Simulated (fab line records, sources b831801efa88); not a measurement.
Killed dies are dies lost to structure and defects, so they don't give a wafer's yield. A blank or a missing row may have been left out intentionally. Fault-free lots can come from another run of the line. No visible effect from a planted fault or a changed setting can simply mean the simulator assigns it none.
fab line records + flow sky130
record
- lots=6
- wafers=18
- lastDay=50
route steps=708 shown LDD_N@240 PAD_OPEN@708
lots that met no fault: from a run of the same line without faults
startH: hours from the record's opening day to when the first of the lot's shown wafers began + waitH: time in hours since the lot's previous step + " same as the row above + L1.1+2: a row that stands for several wafers + - no value, or no start was given + * or withheld: withheld + < > ~ a bound
route shown NAME@n: NAME is a module with steps in the file, n the number in the route of the first one + usual: average and standard deviation across the fault-free wafers + same: alike in all rows + chamber/n: place in a boat + sites: the reading at each site + _std_site: standard deviation across them + _edge_site: mean of outer sites minus mean of inner sites + radiusMm: how far each site lies from the wafer's centre + mask NAME#n: copy n + behind: the most recent tool/chamber to have shaped the wafer + hold: cause of the lot's hold/its duration in hours/its outcome + device: the transistor (n, p or np) that didn't switch + end of line: tests of these same wafers at the route's end + step lacking rows: just its recipe + killed: the dies lost at the first sort to structure and to defects; this is not the yield of the wafer + map: per-die view of a wafer (x killed, . not killed, _ where there is no die)
set.NAME: the setting the step ran with; set.NAME@STEP: the setting that earlier step ran with + model.NAME: the simulator's own value behind a step, which no gauge read
certain route steps with their lots: each step a table, each wafer a row
services: the hour from which a tool's chamber was out of use, counted from the record's first day as startH (under 0 if before that day), plus the number of hours and why
## steps
# step SKY_LDD_N_SOFTBAKE_03
# recipe
- tempC=90
- timeS=60
- resist=NOVOLAK
# step SKY_LDD_N_EXPOSE_04
# recipe
- maskId=NTM
- targetCdNm=840
- na=0.6
- sourceShape=conventional
- sigmaOuter=0.6
- doseMj=110
# step SKY_LDD_N_PEB_05
# recipe
- tempC=withheld
- timeS=*
- resist=NOVOLAK
# step SKY_LDD_N_DEVELOP_06
# recipe
- developTimeS=60
- devTempC=23
# step SKY_LDD_N_OVL_MEAS_07
# usual
- LDD_N_OVL=0.1/1.3
| lot.wafer | tool       | chamber | startH | waitH | LDD_N_OVL[nm] |
|-----------|------------|---------|--------|-------|---------------|
| L621.2    | overlay-02 | -       | 419.11 | 0.1   | 0.9           |
| L621.5    | "          | -       | "      | "     | 0.9           |
| L621.6    | "          | -       | "      | "     | 1.3           |
| L625.1    | overlay-01 | -       | 452.83 | 0.1   | 0.0           |
| L625.2    | "          | -       | "      | "     | 1.3           |
| L625.6    | "          | -       | "      | "     | 0.9           |
| L636.1    | overlay-02 | -       | 564.55 | 0.1   | -0.6          |
| L636.2    | "          | -       | "      | "     | -0.8          |
| L636.6    | "          | -       | "      | "     | -1.5          |
| L638.2    | overlay-01 | -       | 569.48 | 0.1   | -3.2          |
| L638.4    | "          | -       | "      | "     | -2.3          |
| L638.5    | "          | -       | "      | "     | -2.2          |
| L641.3    | overlay-02 | -       | 615.99 | 0.1   | -0.2          |
| L641.4    | "          | -       | "      | "     | -0.2          |
| L641.5    | "          | -       | "      | "     | -0.8          |
| L640.1    | overlay-01 | -       | 616.28 | 0.1   | 0.3           |
| L640.3    | "          | -       | "      | "     | 1.3           |
| L640.5    | "          | -       | "      | "     | 1.2           |
# step SKY_LDD_N_IMPLANT_08
# recipe
- species=As
- energyKev=20
- doseCm2=7.5e+13
- tiltDeg=withheld
- rotationDeg=23
# step SKY_LDD_N_IMPLANT_09
# recipe
- species=As
- energyKev=20
- doseCm2=7.5e+13
- tiltDeg=withheld
- rotationDeg=113
# step SKY_LDD_N_IMPLANT_10
# recipe
- species=As
- energyKev=20
- doseCm2=7.5e+13
- tiltDeg=withheld
- rotationDeg=203
# step SKY_LDD_N_IMPLANT_11
# recipe
- species=As
- energyKev=20
- doseCm2=7.5e+13
- tiltDeg=withheld
- rotationDeg=293
# step SKY_LDD_N_IMPLANT_12
# recipe
- species=BF2
- energyKev=50
- doseCm2=5e+12
- tiltDeg=30
- rotationDeg=0
# step SKY_LDD_N_IMPLANT_13
# recipe
- species=BF2
- energyKev=50
- doseCm2=5e+12
- tiltDeg=30
- rotationDeg=90
# step SKY_LDD_N_IMPLANT_14
# recipe
- species=BF2
- energyKev=50
- doseCm2=5e+12
- tiltDeg=30
- rotationDeg=180
# step SKY_LDD_N_IMPLANT_15
# recipe
- species=BF2
- energyKev=50
- doseCm2=5e+12
- tiltDeg=30
- rotationDeg=270
# usual
- doseIonsCm2=4.999e+12/5.6e+09
- faradayCurrentUA=28.2/0.5
| lot.wafer | tool         | chamber | startH | waitH | doseIonsCm2 | faradayCurrentUA |
|-----------|--------------|---------|--------|-------|-------------|------------------|
| L621.2    | implanter-03 | 0       | 420.22 | 0.1   | 5.004e+12   | 27.8             |
| L621.5    | "            | 0       | "      | "     | 5.005e+12   | 28.8             |
| L621.6    | "            | 0       | "      | "     | 5.004e+12   | 27.5             |
| L625.1    | implanter-03 | 0       | 453.91 | 0.1   | 4.996e+12   | 29.1             |
| L625.2    | "            | 0       | "      | "     | 5e+12       | 27.3             |
| L625.6    | "            | 0       | "      | "     | 4.995e+12   | 27.7             |
| L636.1    | implanter-03 | 0       | 565.64 | 0.1   | 7.05e+11    | 4.0              |
| L636.2    | "            | 0       | "      | "     | 7.02e+11    | 4.0              |
| L636.6    | "            | 0       | "      | "     | 7.05e+11    | 4.0              |
| L638.2    | implanter-03 | 0       | 570.59 | 0.1   | 6.93e+11    | 4.0              |
| L638.4    | "            | 0       | "      | "     | 7.04e+11    | 3.9              |
| L638.5    | "            | 0       | "      | "     | 7.02e+11    | 4.0              |
| L641.3    | implanter-04 | 0       | 617.11 | 0.1   | 4.989e+12   | 28.1             |
| L641.4    | "            | 0       | "      | "     | 4.99e+12    | 28.9             |
| L641.5    | "            | 0       | "      | "     | 4.992e+12   | 27.8             |
| L640.1    | implanter-02 | 0       | 617.36 | 0.1   | 5e+12       | 28.5             |
| L640.3    | "            | 0       | "      | "     | 5.004e+12   | 28.3             |
| L640.5    | "            | 0       | "      | "     | 5.002e+12   | 28.9             |
# step SKY_LDD_N_STRIP_16
# recipe
- chemistry=O2/N2
- powerW=1400
- pressureMtorr=1500
- platenTempC=withheld
- o2FlowSccm=3000
- n2FlowSccm=300
- overashFraction=0.5
# usual
- drypumpMotorCurrentA=5.74/0.26
- oesProductAu=0.406/0.005
- stripTimeToEndpointS=4.306/0.015
| lot.wafer | tool           | chamber | startH | waitH | drypumpMotorCurrentA | oesProductAu | rfHoursCounterH | stripTimeToEndpointS |
|-----------|----------------|---------|--------|-------|----------------------|--------------|-----------------|----------------------|
| L621.2    | plasmaAsher-03 | 0       | 420.34 | 0.1   | 6.05                 | 0.413        | 72              | 4.306                |
| L621.5    | "              | 0       | "      | "     | 6.07                 | 0.403        | -               | 4.315                |
| L621.6    | "              | 1       | "      | "     | 5.69                 | 0.406        | -               | 4.323                |
| L625.1    | plasmaAsher-01 | 0       | 454.06 | 0.1   | 5.76                 | 0.411        | 35              | 4.313                |
| L625.2    | "              | 1       | "      | "     | 5.33                 | 0.409        | 35              | 4.319                |
| L625.6    | "              | 0       | "      | "     | 5.77                 | 0.400        | -               | 4.315                |
| L636.1    | plasmaAsher-03 | 0       | 565.79 | 0.1   | 6.08                 | 0.412        | 14              | 4.295                |
| L636.2    | "              | 1       | "      | "     | 5.69                 | 0.404        | 14              | 4.293                |
| L636.6    | "              | 1       | "      | "     | 5.67                 | 0.408        | -               | 4.321                |
| L638.2    | plasmaAsher-04 | 0       | 570.71 | 0.1   | 5.45                 | 0.406        | 86              | 4.279                |
| L638.4    | "              | 0       | "      | "     | 5.48                 | 0.409        | -               | 4.269                |
| L638.5    | "              | 1       | "      | "     | 5.95                 | 0.408        | -               | 4.289                |
| L641.3    | plasmaAsher-03 | 0       | 617.25 | 0.1   | 6.07                 | 0.412        | -               | 4.332                |
| L641.4    | "              | 1       | "      | "     | 5.72                 | 0.411        | -               | 4.313                |
| L641.5    | "              | 1       | "      | "     | 5.70                 | 0.403        | -               | 4.315                |
| L640.1    | plasmaAsher-03 | 1       | 617.51 | 0.1   | 5.71                 | 0.396        | 19              | 4.315                |
| L640.3    | "              | 1       | "      | "     | 5.75                 | 0.414        | -               | 4.327                |
| L640.5    | "              | 1       | "      | "     | 5.72                 | 0.408        | -               | 4.328                |
# step SKY_PAD_OPEN_PROBE_99
# usual
- killed_at_M0_to_M3=42/6.6
- killed_at_M4_up=3.1/1.9
- killedAtContacts=24/5.6
- killedAtFrontEnd=15/4.8
- killedAtOther=0.3/0.48
- killedDies=84/10
- killedOpen=47/6.8
- killedShort=37/6.8
# same
- grossDies=492
- killedAtBackSide=0
| lot.wafer | tool      | chamber | startH  | waitH | killed_at_M0_to_M3 | killed_at_M4_up | killedAtContacts | killedAtFrontEnd | killedAtOther | killedDies | killedOpen | killedShort | model.etest.nfet_01v8_turned.driveUaUm | model.etest.tipN.rsOhmSq | model.etest.nfet_01v8_turned.offLog10AUm | model.etest.nfet_01v8_turned.vtSatV | model.etest.nfet_01v8_lvt.vtSatV | model.etest.nfet_01v8_turned.vtV | model.etest.nfet_01v8_swapped.vtSatV | model.etest.nfet_01v8.vtSatV |
|-----------|-----------|---------|---------|-------|--------------------|-----------------|------------------|------------------|---------------|------------|------------|-------------|----------------------------------------|--------------------------|------------------------------------------|-------------------------------------|----------------------------------|----------------------------------|--------------------------------------|------------------------------|
| L621.2    | prober-01 | -       | 1088.77 | 0.1   | 44                 | 6               | 26               | 21               | 0             | 97         | 46         | 51          | 528.5                                  | 437.6                    | -13.39                                   | 0.6333                              | 0.5223                           | 0.686                            | 0.6372                               | 0.6316                       |
| L621.5    | prober-01 | -       | 1088.92 | 0.2   | 42                 | 2               | 30               | 25               | 0             | 99         | 53         | 46          | 525.9                                  | 441.1                    | -13.34                                   | 0.631                               | 0.5271                           | 0.6839                           | 0.6363                               | 0.6355                       |
| L621.6    | prober-01 | -       | 1088.97 | 0.2   | 50                 | 7               | 16               | 22               | 2             | 97         | 46         | 51          | 525.6                                  | 441.1                    | -13.29                                   | 0.6326                              | 0.5231                           | 0.6855                           | 0.6274                               | 0.6274                       |
| L625.1    | prober-01 | -       | 1109.48 | 0.1   | 50                 | 1               | 23               | 18               | 0             | 92         | 46         | 46          | 511.1                                  | 444.9                    | -13.27                                   | 0.6441                              | 0.5264                           | 0.6952                           | 0.6492                               | 0.6377                       |
| L625.2    | prober-01 | -       | 1109.53 | 0.1   | 41                 | 0               | 18               | 22               | 1             | 82         | 49         | 33          | 511.1                                  | 443.4                    | -13.33                                   | 0.6518                              | 0.5357                           | 0.7012                           | 0.6511                               | 0.6448                       |
| L625.6    | prober-01 | -       | 1109.73 | 0.2   | 44                 | 2               | 23               | 8                | 1             | 78         | 41         | 37          | 506.7                                  | 445.5                    | -13.29                                   | 0.6501                              | 0.5393                           | 0.7026                           | 0.6529                               | 0.6496                       |
| L636.1    | prober-02 | -       | 1177.22 | 0.1   | 43                 | 4               | 18               | 16               | 1             | 82         | 38         | 44          | 504.9                                  | 431.1                    | -13.3                                    | 0.6108                              | 0.5222                           | 0.6877                           | 0.6483                               | 0.646                        |
| L636.2    | prober-02 | -       | 1177.27 | 0.1   | 42                 | 3               | 23               | 14               | 0             | 82         | 42         | 40          | 525                                    | 434.5                    | -13.25                                   | 0.5926                              | 0.5088                           | 0.6804                           | 0.6337                               | 0.6295                       |
| L636.6    | prober-02 | -       | 1177.47 | 0.2   | 41                 | 3               | 32               | 31               | 0             | 107        | 55         | 52          | 515.8                                  | 431.5                    | -13.18                                   | 0.6033                              | 0.5097                           | 0.6854                           | 0.6346                               | 0.6342                       |
| L638.2    | prober-02 | -       | 1181.49 | 0.1   | 35                 | 2               | 20               | 11               | 0             | 68         | 41         | 27          | 503.8                                  | 431.9                    | -13.34                                   | 0.6088                              | 0.5213                           | 0.6849                           | 0.64                                 | 0.6403                       |
| L638.4    | prober-02 | -       | 1181.59 | 0.2   | 31                 | 3               | 13               | 13               | 0             | 60         | 30         | 30          | 506.9                                  | 431.3                    | -13.28                                   | 0.6157                              | 0.5285                           | 0.6922                           | 0.646                                | 0.645                        |
| L638.5    | prober-02 | -       | 1181.64 | 0.2   | 41                 | 4               | 29               | 13               | 0             | 87         | 55         | 32          | 499.4                                  | 434.1                    | -13.24                                   | 0.6105                              | 0.531                            | 0.689                            | 0.6521                               | 0.6468                       |
| L641.3    | prober-01 | -       | 1205.20 | 0.2   | 42                 | 1               | 23               | 12               | 0             | 78         | 47         | 31          | 496.5                                  | 445.2                    | -13.35                                   | 0.6559                              | 0.5459                           | 0.7013                           | 0.6598                               | 0.6522                       |
| L641.4    | prober-01 | -       | 1205.25 | 0.2   | 39                 | 2               | 27               | 16               | 1             | 85         | 47         | 38          | 495.9                                  | 444.5                    | -13.32                                   | 0.6609                              | 0.5523                           | 0.7105                           | 0.6609                               | 0.6585                       |
| L641.5    | prober-01 | -       | 1205.30 | 0.2   | 41                 | 6               | 23               | 17               | 0             | 87         | 51         | 36          | 502.1                                  | 442.9                    | -13.29                                   | 0.6539                              | 0.5305                           | 0.7066                           | 0.6558                               | 0.6493                       |
| L640.1    | prober-01 | -       | 1209.30 | 0.1   | 45                 | 6               | 21               | 10               | 0             | 82         | 47         | 35          | 487.2                                  | 441                      | -13.42                                   | 0.6636                              | 0.5507                           | 0.7045                           | 0.6658                               | 0.6578                       |
| L640.3    | prober-01 | -       | 1209.40 | 0.2   | 41                 | 2               | 24               | 17               | 0             | 84         | 45         | 39          | 491.4                                  | 444.1                    | -13.33                                   | 0.6579                              | 0.5445                           | 0.7073                           | 0.6597                               | 0.6553                       |
| L640.5    | prober-01 | -       | 1209.50 | 0.2   | 36                 | 1               | 25               | 18               | 1             | 81         | 52         | 29          | 504.5                                  | 442.4                    | -13.48                                   | 0.6543                              | 0.544                            | 0.701                            | 0.6558                               | 0.651                        |
# killed by level:class
L621.2 VIA3:geometricParticle:open=9 VIA1:geometricParticle:open=8 CONTACT:geometricParticle:short=7 POLY_GATE:geometricParticle:short=7 LOCAL_INTERCONNECT:geometricParticle:short=7 POLY_GATE:geometricParticle:open=6 CONTACT:geometricParticle:open=6 METAL1:geometricParticle:short=5
L621.5 VIA1:geometricParticle:open=11 CONTACT:geometricParticle:short=11 LI_CONTACT:geometricParticle:open=10 FIELD_ISO:geometricParticle:open=8 VIA2:geometricParticle:open=6 POLY_GATE:geometricParticle:short=5 METAL1:geometricParticle:short=5 POLY_GATE:geometricParticle:open=4
L621.6 VIA1:geometricParticle:open=14 VIA2:geometricParticle:short=7 METAL2:geometricParticle:short=6 FIELD_ISO:geometricParticle:short=5 LI_CONTACT:geometricParticle:open=5 VIA2:geometricParticle:open=5 FIELD_ISO:geometricParticle:open=4 POLY_GATE:geometricParticle:short=4
L625.1 VIA1:geometricParticle:open=11 VIA2:geometricParticle:open=11 VIA1:geometricParticle:short=8 LI_CONTACT:geometricParticle:open=6 CONTACT:geometricParticle:short=6 FIELD_ISO:geometricParticle:short=5 METAL1:geometricParticle:short=5 METAL3:geometricParticle:short=5
L625.2 VIA1:geometricParticle:open=9 VIA2:geometricParticle:open=9 POLY_GATE:geometricParticle:open=7 CONTACT:geometricParticle:open=7 VIA1:geometricParticle:short=7 LI_CONTACT:geometricParticle:open=6 FIELD_ISO:geometricParticle:short=5 METAL1:geometricParticle:short=4
L625.6 METAL1:geometricParticle:short=11 VIA1:geometricParticle:open=10 LI_CONTACT:geometricParticle:open=7 CONTACT:geometricParticle:open=6 METAL1:geometricParticle:open=4 VIA3:geometricParticle:open=4 LI_CONTACT:geometricParticle:short=3 LOCAL_INTERCONNECT:geometricParticle:short=3
L636.1 CONTACT:geometricParticle:open=10 FIELD_ISO:geometricParticle:short=6 METAL1:geometricParticle:short=6 VIA1:geometricParticle:short=6 VIA2:geometricParticle:open=6 VIA3:geometricParticle:open=6 VIA1:geometricParticle:open=5 FIELD_ISO:geometricParticle:open=4
L636.2 VIA2:geometricParticle:open=10 VIA3:geometricParticle:open=9 METAL2:geometricParticle:short=7 CONTACT:geometricParticle:open=6 VIA1:geometricParticle:open=6 LOCAL_INTERCONNECT:geometricParticle:short=5 CONTACT:geometricParticle:short=5 LI_CONTACT:geometricParticle:open=4
L636.6 FIELD_ISO:geometricParticle:open=12 CONTACT:geometricParticle:open=11 VIA3:geometricParticle:open=8 VIA1:geometricParticle:open=7 LI_CONTACT:geometricParticle:open=7 CONTACT:geometricParticle:short=7 FIELD_ISO:geometricParticle:short=6 METAL2:geometricParticle:short=6
L638.2 VIA1:geometricParticle:open=10 LI_CONTACT:geometricParticle:open=8 VIA2:geometricParticle:open=7 METAL1:geometricParticle:short=6 CONTACT:geometricParticle:short=5 CONTACT:geometricParticle:open=5 POLY_GATE:geometricParticle:open=3 VIA1:geometricParticle:short=3
L638.4 CONTACT:geometricParticle:open=6 VIA1:geometricParticle:open=5 FIELD_ISO:geometricParticle:short=4 FIELD_ISO:geometricParticle:open=4 METAL2:geometricParticle:short=4 VIA2:geometricParticle:open=4 POLY_GATE:geometricParticle:short=3 METAL1:geometricParticle:short=3
L638.5 CONTACT:geometricParticle:open=13 VIA1:geometricParticle:open=9 VIA2:geometricParticle:open=8 LI_CONTACT:geometricParticle:open=6 POLY_GATE:geometricParticle:open=5 METAL1:geometricParticle:short=5 LOCAL_INTERCONNECT:geometricParticle:short=4 CONTACT:geometricParticle:short=4
L641.3 LI_CONTACT:geometricParticle:open=9 VIA3:geometricParticle:open=9 CONTACT:geometricParticle:open=8 VIA1:geometricParticle:open=8 VIA1:geometricParticle:short=6 VIA2:geometricParticle:open=5 POLY_GATE:geometricParticle:open=4 POLY_GATE:geometricParticle:short=3
L641.4 LI_CONTACT:geometricParticle:open=11 CONTACT:geometricParticle:open=9 VIA1:geometricParticle:open=7 VIA3:geometricParticle:open=6 VIA1:geometricParticle:short=5 VIA3:geometricParticle:short=5 LOCAL_INTERCONNECT:geometricParticle:short=4 POLY_GATE:geometricParticle:short=4
L641.5 VIA1:geometricParticle:open=11 CONTACT:geometricParticle:open=9 VIA3:geometricParticle:open=8 POLY_GATE:geometricParticle:open=5 CONTACT:geometricParticle:short=5 METAL4:geometricParticle:short=5 FIELD_ISO:geometricParticle:short=4 METAL2:geometricParticle:open=4
L640.1 VIA1:geometricParticle:open=9 LI_CONTACT:geometricParticle:open=8 METAL2:geometricParticle:short=8 CONTACT:geometricParticle:open=7 VIA3:geometricParticle:open=7 METAL1:geometricParticle:short=6 VIA2:geometricParticle:open=5 METAL4:geometricParticle:short=5
L640.3 CONTACT:geometricParticle:open=10 VIA1:geometricParticle:open=10 VIA2:geometricParticle:open=6 METAL1:geometricParticle:short=5 LI_CONTACT:geometricParticle:open=5 FIELD_ISO:geometricParticle:short=4 LOCAL_INTERCONNECT:geometricParticle:short=4 CONTACT:geometricParticle:short=4
L640.5 VIA1:geometricParticle:open=12 LI_CONTACT:geometricParticle:open=8 CONTACT:geometricParticle:open=8 POLY_GATE:geometricParticle:short=6 CONTACT:geometricParticle:short=6 VIA3:geometricParticle:open=6 FIELD_ISO:geometricParticle:open=5 METAL2:geometricParticle:short=5
## services
| tool           | chamber | startH | hours | kind      |
|----------------|---------|--------|-------|-----------|
| implanter-03   | -       | 406.44 | 3.6   | repair    |
| plasmaAsher-04 | -       | 411.43 | 14.6  | pm        |
| implanter-03   | -       | 414.54 | 4.3   | repair    |
| plasmaAsher-03 | -       | 421.25 | 9.0   | pm        |
| plasmaAsher-03 | 0       | 421.25 | 9.0   | ventCycle |
| plasmaAsher-03 | 1       | 421.25 | 9.0   | ventCycle |
| implanter-03   | -       | 429.53 | 2.7   | repair    |
| plasmaAsher-03 | 0       | 430.25 | -     | clean     |
| plasmaAsher-03 | 1       | 430.25 | -     | clean     |
| implanter-04   | -       | 444.56 | 4.2   | repair    |
| implanter-04   | -       | 467.38 | 5.8   | pm        |
| implanter-03   | -       | 494.96 | 4.6   | repair    |
| plasmaAsher-01 | -       | 524.41 | 2.6   | repair    |
| implanter-03   | -       | 561.98 | 1.6   | repair    |
| implanter-02   | -       | 581.53 | 9.1   | pm        |
| implanter-04   | -       | 585.20 | 5.1   | pm        |
| implanter-03   | -       | 613.51 | 5.3   | repair    |
## key
firstSign
- step=SKY_LDD_N_IMPLANT_15
- reading=doseIonsCm2
- direction=down
- sigmas=99+
- usual=*
- struck=*
effect
- step=SKY_LDD_N_IMPLANT_15
- reading=faradayCurrentUA
- direction=down
- sigmas=49
- usual=28.2
- struck=4.0
modelEffect
- step=SKY_PAD_OPEN_PROBE_99
- value=etest.nfet_01v8_turned.driveUaUm
- without=484.3
- struck=509.3
metAt SKY_LDD_N_IMPLANT_15
struckWafers L636.1,L636.2,L636.6,L638.2,L638.4,L638.5
testerLeftOut L636,L638
onsetBetween 453.91 565.64
fault
- kind=processParameterDrift
- tool=implanter-03
- chamber=-
- onsetH=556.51
- steps=SKY_LDD_N_IMPLANT_15
- channel=doseCm2
- offset=*
- shape=step
- endH=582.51
- actsIn=*
- stated=*
# testerLeftOut: of these lots the tester's yield and bins aren't shown, on N5 and GAA mostly nor the transistor test; their killed dies are dies lost to structure and defects alone, not to doping, threshold or leakage, so they don't give the yield
